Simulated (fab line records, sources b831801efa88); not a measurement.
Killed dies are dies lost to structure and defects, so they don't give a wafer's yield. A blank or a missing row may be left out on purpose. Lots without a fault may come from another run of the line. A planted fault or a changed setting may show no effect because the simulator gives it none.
Chamber matching | flow sky130 | SKY_CONTACT_CMP_27 on cmp-02: 4 sister chambers
The step polishes, stops on SiO2, t overpolish 15 s, target thk 0 nm. 8 wafers are shown with their chamber, then 9 later ones without.

WAFERS WITH THEIR CHAMBER
wafer  | chamber | motor_current_A (A) | overpolish_run_s (s)
L713.1 | 2       | 9.8                 | 14.991
L716.4 | 0       | 12.2                | 15.018
L718.2 | 3       | 9.8                 | 14.990
L721.2 | 0       | 12.9                | 14.992
L721.4 | 1       | 12.3                | 15.006
L728.1 | 1       | 11.7                | 15.010
L728.3 | 3       | 10.2                | 15.009
L728.5 | 2       | 10.1                | 14.987

WAFERS WITHOUT THEIR CHAMBER
wafer  | motor_current_A (A) | overpolish_run_s (s)
L731.1 | 10.2                | 14.997
L731.3 | 12.7                | 14.996
L731.5 | 10.0                | 15.010
L732.3 | 10.2                | 15.004
L732.4 | 11.7                | 15.011
L732.6 | 10.2                | 14.989
L734.2 | 13.1                | 15.000
L734.3 | 11.9                | 14.986
L734.5 | 11.8                | 15.003

WHICH CHAMBER EACH WENT THROUGH
wafer  | from the rows above     | in truth
L731.1 | can't be placed: 3 or 2 | 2
L731.3 | can't be placed: 0 or 1 | 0
L731.5 | can't be placed: 3 or 2 | 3
L732.3 | can't be placed: 3 or 2 | 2
L732.4 | can't be placed: 1 or 0 | 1
L732.6 | can't be placed: 2 or 3 | 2
L734.2 | can't be placed: 0 or 1 | 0
L734.3 | can't be placed: 1 or 0 | 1
L734.5 | can't be placed: 1 or 0 | 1
Placed correctly: 0 of 9. Can't be placed from these rows: 9 (the true chamber is among the candidates in 9). Placed wrongly: 0.
How it was worked out, from the rows above alone: a wafer's distance from a chamber is the root of the sum, over the readings, of the square of ((its reading less the chamber's mean) divided by the reading's scatter). The wafer belongs to the nearest chamber; if the next one is less than 2 further off, it can't be placed. A chamber's mean is the mean of its shown wafers. The scatter: the root of (the sum of the squares of (reading less its chamber's mean) over the shown wafers, divided by (wafers less chambers)).
